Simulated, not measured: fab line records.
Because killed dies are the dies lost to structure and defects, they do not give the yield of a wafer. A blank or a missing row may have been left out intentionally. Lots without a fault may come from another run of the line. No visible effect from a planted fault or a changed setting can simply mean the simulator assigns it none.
fab line records    flow sky130
[record] lots = 11  wafers = 33  last_day = 50
route steps=708 shown GATE_OXIDE@197 POLY_GATE@232 LDD_N@247
lots that met no fault: from a run of the same line without faults
start_h: the number of hours between the record's first day and the start of the first shown wafer of the lot    wait_h: hours since the lot's step before    " the same as in the row above    L1.1+2: a single row standing in for several wafers    - no value, or no start was given    * or withheld: withheld    < > ~ a bound
route shown NAME@n: names a module that has steps shown in the file, with the first one's number in the route    usual: average and standard deviation across the fault-free wafers    same: alike in all rows    chamber/n: place in a boat    sites: per-site readings    _std_site: their standard deviation    _edge_site: mean of outer sites minus mean of inner sites    radius_mm: how far each site lies from the wafer's centre    mask NAME#n: copy n    behind: the tool/chamber that last shaped the wafer    hold: why the lot was held/for how many hours/how that ended    device: transistor that didn't switch, given as n, p or np    end of line: the same wafers' tests at the end of the route    a step with no rows: only its recipe    killed: not the wafer's yield, but the dies lost to structure and defects at the first sort    map: dies across one wafer; x = killed, . = not, _ = none there
set.NAME: the setting as run; set.NAME@STEP: as run at that earlier step    model.NAME: the simulator's own value behind a step, which no gauge read
steps of the route over a sample of lots; a table a step, a row a wafer
services: when a tool's chamber went out of use (start_h, in hours from the record's first day, below 0 if earlier), for how many hours, and the reason
[[steps]]
[step SKY_GATE_OXIDE_OVL_MEAS_10]
[usual] GATE_OXIDE_OVL = -0.3/1
lot.wafer  tool        chamber  start_h  wait_h  GATE_OXIDE_OVL[nm]
L922.2     overlay-02  -        317.61   0.1     1.1
L922.3     "           -        "        "       0.5
L922.4     "           -        "        "       0.4
L923.2     overlay-01  -        324.04   0.1     -2.8
L923.4     "           -        "        "       -0.9
L923.5     "           -        "        "       -2.0
L924.1     overlay-01  -        331.76   0.1     0.9
L924.2     "           -        "        "       0.3
L924.4     "           -        "        "       -1.0
L929.1     overlay-01  -        368.11   0.1     0.0
L929.3     "           -        "        "       0.7
L929.4     "           -        "        "       0.8
L933.3     overlay-02  -        414.89   0.1     -1.5
L933.5     "           -        "        "       -0.7
L933.6     "           -        "        "       -1.0
L934.1     overlay-02  -        419.78   0.1     0.2
L934.3     "           -        "        "       0.2
L934.4     "           -        "        "       -2.0
L936.2     overlay-02  -        431.82   0.1     0.3
L936.3     "           -        "        "       0.6
L936.6     "           -        "        "       0.2
L937.1     overlay-02  -        438.11   0.1     -3.5
L937.2     "           -        "        "       -1.8
L937.5     "           -        "        "       -1.1
L943.2     overlay-01  -        491.66   0.1     -1.4
L943.4     "           -        "        "       -1.3
L943.5     "           -        "        "       -1.2
L944.3     overlay-01  -        497.42   0.1     -0.1
L944.4     "           -        "        "       -0.7
L944.5     "           -        "        "       -1.8
L945.1     overlay-01  -        503.28   0.1     0.3
L945.4     "           -        "        "       -0.1
L945.6     "           -        "        "       -0.3
[step SKY_GATE_OXIDE_STRIP_13]
[recipe] chemistry = O2/N2  power_w = 1400  pressure_mtorr = 1500  platen_temp_c = withheld  o2_flow_sccm = 3000  n2_flow_sccm = 300  overash_fraction = 0.5
[usual] drypump_motor_current_A = 5.6/0.57  oes_product_au = 0.715/0.004  strip_time_to_endpoint_s = 14.17/0.035
lot.wafer  tool             chamber  start_h  wait_h  drypump_motor_current_A  oes_product_au  rf_hours_counter_h  strip_time_to_endpoint_s
L922.2     plasma_asher-03  1        317.89   0.0     6.7                      0.710           23                  14.16
L922.3     "                0        "        "       5.9                      0.718           -                   14.07
L922.4     "                1        "        "       6.7                      0.713           -                   14.09
L923.2     plasma_asher-04  0        324.32   0.0     5.2                      0.719           43                  14.22
L923.4     "                1        "        "       5.2                      0.711           -                   14.18
L923.5     "                0        "        "       5.2                      0.718           -                   14.19
L924.1     plasma_asher-03  1        332.15   0.0     6.7                      0.716           25                  14.23
L924.2     "                0        "        "       5.9                      0.708           25                  14.19
L924.4     "                1        "        "       6.7                      0.716           -                   14.19
L929.1     plasma_asher-03  1        368.40   0.0     6.7                      0.711           29                  14.18
L929.3     "                1        "        "       6.7                      0.717           -                   14.24
L929.4     "                0        "        "       5.9                      0.718           -                   14.17
L933.3     plasma_asher-04  1        415.21   0.0     5.2                      0.717           -                   14.23
L933.5     "                1        "        "       5.2                      0.716           -                   14.22
L933.6     "                0        "        "       5.2                      0.722           -                   14.18
L934.1     plasma_asher-03  0        420.07   0.0     5.8                      0.723           35                  14.17
L934.3     "                1        "        "       6.7                      0.718           -                   14.12
L934.4     "                0        "        "       5.8                      0.714           -                   14.14
L936.2     plasma_asher-01  0        432.10   0.0     5.3                      0.713           0                   14.21
L936.3     "                0        "        "       5.3                      0.706           -                   14.14
L936.6     "                0        "        "       5.3                      0.716           -                   14.23
L937.1     plasma_asher-03  0        438.39   0.0     5.9                      0.716           37                  14.17
L937.2     "                1        "        "       6.7                      0.715           37                  14.18
L937.5     "                0        "        "       5.9                      0.712           -                   14.18
L943.2     plasma_asher-04  1        491.94   0.0     5.2                      0.716           60                  14.12
L943.4     "                1        "        "       5.2                      0.714           -                   14.11
L943.5     "                1        "        "       5.2                      0.712           -                   14.17
L944.3     plasma_asher-03  0        497.75   0.0     5.9                      0.715           -                   14.13
L944.4     "                1        "        "       6.7                      0.710           -                   14.15
L944.5     "                1        "        "       6.7                      0.715           -                   14.16
L945.1     plasma_asher-03  1        503.57   0.0     6.7                      0.713           44                  14.18
L945.4     "                1        "        "       6.7                      0.712           -                   14.15
L945.6     "                1        "        "       6.7                      0.716           -                   14.18
[step SKY_POLY_GATE_STRIP_18]
[recipe] chemistry = O2/N2  power_w = 1400  pressure_mtorr = 1500  platen_temp_c = withheld  o2_flow_sccm = 3000  n2_flow_sccm = 300  overash_fraction = 0.5
[usual] drypump_motor_current_A = 5.8/0.56  oes_product_au = 0.360/0.0047  strip_time_to_endpoint_s = 3.17/0.043
lot.wafer  tool             chamber  start_h  wait_h  drypump_motor_current_A  oes_product_au  rf_hours_counter_h  strip_time_to_endpoint_s
L922.2     plasma_asher-01  0        383.36   0.0     5.2                      0.354           72                  3.17
L922.3     "                1        "        "       5.3                      0.357           -                   3.20
L922.4     "                0        "        "       5.2                      0.363           -                   3.14
L923.2     plasma_asher-01  0        385.81   0.0     5.3                      0.354           72                  3.16
L923.4     "                0        "        "       5.3                      0.355           -                   3.16
L923.5     "                0        "        "       5.2                      0.347           -                   3.19
L924.1     plasma_asher-03  1        393.77   0.0     6.7                      0.361           32                  3.20
L924.2     "                0        "        "       5.9                      0.359           32                  3.18
L924.4     "                0        "        "       5.9                      0.360           -                   3.22
L929.1     plasma_asher-01  1        433.32   0.0     5.3                      0.366           0                   3.20
L929.3     "                1        "        "       5.3                      0.357           -                   3.11
L929.4     "                0        "        "       5.2                      0.362           -                   3.17
L933.3     plasma_asher-01  1        481.96   0.1     5.3                      0.362           -                   3.09
L933.5     "                1        "        "       5.3                      0.362           -                   3.20
L933.6     "                0        "        "       5.3                      0.362           -                   3.13
L934.1     plasma_asher-03  1        489.46   0.0     6.7                      0.365           42                  3.22
L934.3     "                1        "        "       6.7                      0.357           -                   3.16
L934.4     "                0        "        "       5.9                      0.360           -                   3.16
L936.2     plasma_asher-03  0        499.26   0.0     5.9                      0.358           43                  3.08
L936.3     "                1        "        "       6.7                      0.355           -                   3.11
L936.6     "                1        "        "       6.7                      0.361           -                   3.23
L937.1     plasma_asher-03  0        506.62   0.0     5.9                      0.356           44                  3.13
L937.2     "                1        "        "       6.7                      0.368           44                  3.15
L937.5     "                1        "        "       6.8                      0.356           -                   3.15
L943.2     plasma_asher-01  0        556.77   0.0     5.2                      0.357           10                  3.18
L943.4     "                0        "        "       5.2                      0.366           -                   3.18
L943.5     "                0        "        "       5.2                      0.357           -                   3.22
L944.3     plasma_asher-01  1        562.91   0.1     5.3                      0.355           -                   3.16
L944.4     "                0        "        "       5.2                      0.361           -                   3.14
L944.5     "                0        "        "       5.3                      0.353           -                   3.15
L945.1     plasma_asher-03  1        567.52   0.0     6.8                      0.365           50                  3.18
L945.4     "                0        "        "       5.9                      0.361           -                   3.21
L945.6     "                1        "        "       6.7                      0.368           -                   3.29
[step SKY_LDD_N_IMPLANT_10]
[recipe] species = As  energy_kev = 20  dose_cm2 = 7.5e+13  tilt_deg = withheld  rotation_deg = 203
[usual] dose_ions_cm2 = 7.5e+13/8.1e+10  faraday_current_uA = 422/8.4
lot.wafer  tool          chamber  start_h  wait_h  dose_ions_cm2  faraday_current_uA
L922.2     implanter-01  0        413.74   0.1     7.483e+13      414
L922.3     "             0        "        "       7.501e+13      436
L922.4     "             0        "        "       7.496e+13      419
L923.2     implanter-02  0        418.88   0.1     7.51e+13       427
L923.4     "             0        "        "       7.506e+13      424
L923.5     "             0        "        "       7.498e+13      435
L924.1     implanter-02  0        427.60   0.1     7.501e+13      444
L924.2     "             0        "        "       7.503e+13      422
L924.4     "             0        "        "       7.492e+13      425
L929.1     implanter-04  0        469.34   0.1     7.492e+13      428
L929.3     "             0        "        "       7.503e+13      439
L929.4     "             0        "        "       7.499e+13      423
L933.3     implanter-01  0        514.29   0.1     4.501e+13      258
L933.5     "             0        "        "       4.526e+13      257
L933.6     "             0        "        "       4.511e+13      251
L934.1     implanter-01  0        521.44   0.1     4.526e+13      260
L934.3     "             0        "        "       4.522e+13      260
L934.4     "             0        "        "       4.506e+13      253
L936.2     implanter-02  0        531.27   0.1     7.501e+13      429
L936.3     "             0        "        "       7.499e+13      415
L936.6     "             0        "        "       7.488e+13      418
L937.1     implanter-02  0        538.40   0.1     7.517e+13      421
L937.2     "             0        "        "       7.491e+13      414
L937.5     "             0        "        "       7.502e+13      430
L943.2     implanter-01  0        587.19   0.1     7.49e+13       396
L943.4     "             0        "        "       7.486e+13      420
L943.5     "             0        "        "       7.485e+13      433
L944.3     implanter-01  0        594.95   0.1     7.501e+13      419
L944.4     "             0        "        "       7.504e+13      431
L944.5     "             0        "        "       7.504e+13      415
L945.1     implanter-02  0        598.25   0.1     7.501e+13      425
L945.4     "             0        "        "       7.503e+13      427
L945.6     "             0        "        "       7.495e+13      426
[step SKY_LDD_N_STRIP_16]
[recipe] chemistry = O2/N2  power_w = 1400  pressure_mtorr = 1500  platen_temp_c = withheld  o2_flow_sccm = 3000  n2_flow_sccm = 300  overash_fraction = 0.5
[usual] drypump_motor_current_A = 5.6/0.51  oes_product_au = 0.406/0.005  strip_time_to_endpoint_s = 4.305/0.013
lot.wafer  tool             chamber  start_h  wait_h  drypump_motor_current_A  oes_product_au  rf_hours_counter_h  strip_time_to_endpoint_s
L922.2     plasma_asher-02  1        414.62   0.1     5.4                      0.415           68                  4.319
L922.3     "                1        "        "       5.4                      0.399           -                   4.307
L922.4     "                0        "        "       5.7                      0.404           -                   4.317
L923.2     plasma_asher-02  1        419.75   0.1     5.4                      0.412           68                  4.303
L923.4     "                1        "        "       5.4                      0.408           -                   4.307
L923.5     "                0        "        "       5.7                      0.403           -                   4.287
L924.1     plasma_asher-04  1        428.50   0.1     5.2                      0.401           52                  4.295
L924.2     "                0        "        "       5.2                      0.411           52                  4.311
L924.4     "                0        "        "       5.2                      0.402           -                   4.308
L929.1     plasma_asher-04  1        470.24   0.1     5.2                      0.408           57                  4.313
L929.3     "                0        "        "       5.2                      0.401           -                   4.298
L929.4     "                1        "        "       5.2                      0.408           -                   4.307
L933.3     plasma_asher-04  1        515.17   0.1     5.2                      0.410           -                   4.174
L933.5     "                1        "        "       5.2                      0.406           -                   4.217
L933.6     "                0        "        "       5.2                      0.408           -                   4.229
L934.1     plasma_asher-02  1        522.34   0.1     5.4                      0.399           80                  4.218
L934.3     "                1        "        "       5.4                      0.409           -                   4.218
L934.4     "                0        "        "       5.7                      0.411           -                   4.208
L936.2     plasma_asher-04  1        532.14   0.1     5.2                      0.405           63                  4.304
L936.3     "                1        "        "       5.1                      0.405           -                   4.322
L936.6     "                0        "        "       5.2                      0.400           -                   4.331
L937.1     plasma_asher-03  0        539.30   0.1     5.9                      0.413           47                  4.271
L937.2     "                1        "        "       6.7                      0.411           47                  4.311
L937.5     "                1        "        "       6.7                      0.406           -                   4.313
L943.2     plasma_asher-02  1        588.07   0.1     5.4                      0.404           86                  4.313
L943.4     "                0        "        "       5.7                      0.396           -                   4.314
L943.5     "                1        "        "       5.4                      0.406           -                   4.309
L944.3     plasma_asher-03  0        595.83   0.1     5.9                      0.407           -                   4.305
L944.4     "                1        "        "       6.7                      0.412           -                   4.289
L944.5     "                1        "        "       6.7                      0.412           -                   4.292
L945.1     plasma_asher-03  0        599.15   0.1     5.9                      0.406           53                  4.305
L945.4     "                1        "        "       6.7                      0.407           -                   4.296
L945.6     "                1        "        "       6.7                      0.402           -                   4.311
[step SKY_LDD_N_TW_MEAS_17]
[usual] LDD_N_TW = 2596/16
lot.wafer  tool           chamber  start_h  wait_h  LDD_N_TW
L922.2     film_metro-01  -        414.73   0.1     2582
L922.3     "              -        "        "       2590
L922.4     "              -        "        "       2574
L923.2     film_metro-01  -        419.86   0.1     2564
L923.4     "              -        "        "       2579
L923.5     "              -        "        "       2574
L924.1     film_metro-03  -        428.60   0.1     2601
L924.2     "              -        "        "       2595
L924.4     "              -        "        "       2589
L929.1     film_metro-01  -        470.34   0.1     2574
L929.3     "              -        "        "       2587
L929.4     "              -        "        "       2574
L933.3     film_metro-04  -        515.26   0.1     2563
L933.5     "              -        "        "       2559
L933.6     "              -        "        "       2568
L934.1     film_metro-03  -        522.44   0.1     2518
L934.3     "              -        "        "       2523
L934.4     "              -        "        "       2546
L936.2     film_metro-04  -        532.25   0.1     2624
L936.3     "              -        "        "       2614
L936.6     "              -        "        "       2629
L937.1     film_metro-04  -        539.44   0.1     2608
L937.2     "              -        "        "       2606
L937.5     "              -        "        "       2610
L943.2     film_metro-04  -        588.18   0.1     2611
L943.4     "              -        "        "       2600
L943.5     "              -        "        "       2596
L944.3     film_metro-04  -        595.95   0.1     2589
L944.4     "              -        "        "       2594
L944.5     "              -        "        "       2609
L945.1     film_metro-04  -        599.25   0.1     2617
L945.4     "              -        "        "       2619
L945.6     "              -        "        "       2606
[[services]]
tool             chamber  start_h  hours  kind
plasma_asher-01  -        307.79   2.8    repair
implanter-04     -        317.19   3.6    pm
plasma_asher-02  -        326.09   23.3   repair
implanter-01     -        333.88   8.8    repair
plasma_asher-04  -        381.06   14.6   pm
implanter-04     -        386.02   53.7   repair
implanter-02     -        395.22   5.3    repair
plasma_asher-01  -        396.84   1.6    repair
plasma_asher-04  -        401.93   1.6    repair
plasma_asher-01  -        421.25   9.0    pm
plasma_asher-01  -        422.78   0.4    repair
implanter-02     -        428.78   2.2    repair
implanter-04     -        439.72   4.5    pm
implanter-01     -        443.98   2.3    repair
plasma_asher-03  -        448.48   2.4    repair
plasma_asher-01  -        453.05   14.6   pm
plasma_asher-01  -        487.41   1.4    repair
implanter-04     -        516.13   5.6    repair
implanter-02     -        516.84   3.1    repair
implanter-04     -        521.77   31.8   pm
plasma_asher-01  -        549.55   1.8    repair
implanter-04     -        570.76   7.7    repair
implanter-02     -        570.84   4.1    pm
implanter-04     -        577.48   2.1    repair
[[key]]
[first_sign] step = SKY_LDD_N_IMPLANT_10  reading = dose_ions_cm2  direction = down  sigmas = 99+  usual = *  struck = *
[effect] step = SKY_LDD_N_IMPLANT_10  reading = faraday_current_uA  direction = down  sigmas = 20  usual = 422  struck = 257
[effect] step = SKY_LDD_N_STRIP_16  reading = strip_time_to_endpoint_s  direction = down  sigmas = 7.2  usual = *  struck = *
[effect] step = SKY_LDD_N_TW_MEAS_17  reading = LDD_N_TW  direction = down  sigmas = 3.1  usual = 2596  struck = 2546
met_at SKY_LDD_N_IMPLANT_10
struck_lots L933,L934
tester_left_out L933,L934
not_acting_at SKY_GATE_OXIDE_OVL_MEAS_10,SKY_GATE_OXIDE_STRIP_13,SKY_POLY_GATE_STRIP_18
onset_between 413.74 514.29
[fault] kind = process_parameter_drift  tool = implanter-01  chamber = -  onset_h = 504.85  steps = SKY_LDD_N_IMPLANT_10  channel = dose_cm2  offset = *  shape = step  end_h = 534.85  acts_in = *  stated = *
// tester_left_out: of these lots the tester's yield and bins aren't shown, on N5 and GAA mostly nor the transistor test; their killed dies are dies lost to structure and defects alone, not to doping, threshold or leakage, so they don't give the yield
